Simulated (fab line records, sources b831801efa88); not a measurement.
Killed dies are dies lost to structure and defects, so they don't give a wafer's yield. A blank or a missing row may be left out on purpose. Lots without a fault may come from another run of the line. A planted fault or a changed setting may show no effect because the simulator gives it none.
A struck lot beside a sound one | flow sky130 | 33 steps out of a route of 708
Sound: wafers L814.3, L814.4, L814.6. Struck: wafers L805.1, L805.5. (L805.6 of the same lot was not struck and is left out.) The cause comes at the end.
At each step with rows: each side's tool, then ch and its chambers, then its first start. Under that, the readings that differ: sound wafers | struck wafers | difference of the means | sigmas: that difference in standard deviations of wafers without a fault.
alike: readings whose means differ by less than 2 such deviations, and words and numbers that are the same on both sides. not compared: withheld readings, readings that some wafer has no value for, bounds like >300 that may hide the same value, and numbers for which the record gives no deviation and whose values overlap.
The two part at a step that has a row with sigmas, a row that says differs or no value, or rows on one side only. Numbers that don't overlap but have no deviation are shown without sigmas and don't part them. A reading that every wafer of one side lacks parts them only if that side has two wafers or more.

first, 10 steps without rows for these wafers: SKY_POLY_CUT_ETCH_11 (etches Si3N4 in CF4/CH2F2/Ar, stops on poly-Si, time 42.5 s, target depth 60 nm); SKY_POLY_CUT_STRIP_12 (strips in O2/N2); SKY_SD_P_DEHYDRATE_00 (time 60 s); SKY_SD_P_HMDS_01 (prime time 60 s); SKY_SD_P_COAT_02 (resist thk 1140 nm); SKY_SD_P_SOFTBAKE_03 (time 60 s); SKY_SD_P_EXPOSE_04 (exposes mask PSDM, target cd 380 nm); SKY_SD_P_PEB_05; SKY_SD_P_DEVELOP_06 (develop time 60 s); SKY_SD_P_IMPLANT_09.
SKY_SD_P_STRIP_10: strips in O2/N2.
  sound on plasma_asher-01 ch 0,1, day 31 05:50; struck on plasma_asher-03 ch 1, day 27 22:20
  alike: drypump_motor_current_A, oes_product_au, strip_time_to_endpoint_s
  not compared: rf_hours_counter_h
then, 21 steps without rows for these wafers: SKY_RES_XHIGH_DEHYDRATE_00 (time 60 s); SKY_RES_XHIGH_HMDS_01 (prime time 60 s); SKY_RES_XHIGH_COAT_02 (resist thk 1140 nm); SKY_RES_XHIGH_SOFTBAKE_03 (time 60 s); SKY_RES_XHIGH_EXPOSE_04 (exposes mask URPM, target cd 1270 nm); SKY_RES_XHIGH_PEB_05; SKY_RES_XHIGH_DEVELOP_06 (develop time 60 s); SKY_RES_XHIGH_IMPLANT_07; SKY_RES_XHIGH_STRIP_08 (strips in O2/N2); SKY_SD_N_DEHYDRATE_00 (time 60 s); SKY_SD_N_HMDS_01 (prime time 60 s); SKY_SD_N_COAT_02 (resist thk 1140 nm); SKY_SD_N_SOFTBAKE_03 (time 60 s); SKY_SD_N_EXPOSE_04 (exposes mask NSDM, target cd 380 nm); SKY_SD_N_PEB_05; SKY_SD_N_DEVELOP_06 (develop time 60 s); SKY_SD_N_IMPLANT_09; SKY_SD_N_IMPLANT_10; SKY_SD_N_STRIP_11 (strips in O2/N2); SKY_SD_N_CLEAN_13 (cleans in SC1/SC2, time 150 s); SKY_SD_N_RTA_14 (time 2 s).
-- the record jumps here: 20 days lie between the struck wafers' starts before and after (it left off in module SD_N and takes up again in module PAD_OPEN, whose first step shown is number 708 of the route) --
SKY_PAD_OPEN_PROBE_99:
  sound on prober-01, day 49 17:49; struck on prober-02, day 47 14:16
  reading             | sound    | struck  | difference | sigmas
  killed_at_front_end | 20 11 14 | 59 54   | +42        | +10
  killed_dies         | 82 82 85 | 130 122 | +43        | +5
  killed_on_rim       | 12 11 10 | 26 23   | +14        | +4
  alike: killed_at_M0_to_M3, killed_at_M4_up, killed_at_contacts, killed_at_other, killed_open, killed_short

WHERE THEY PART
Only at SKY_PAD_OPEN_PROBE_99, within this record.

WHY: what the simulator had put in
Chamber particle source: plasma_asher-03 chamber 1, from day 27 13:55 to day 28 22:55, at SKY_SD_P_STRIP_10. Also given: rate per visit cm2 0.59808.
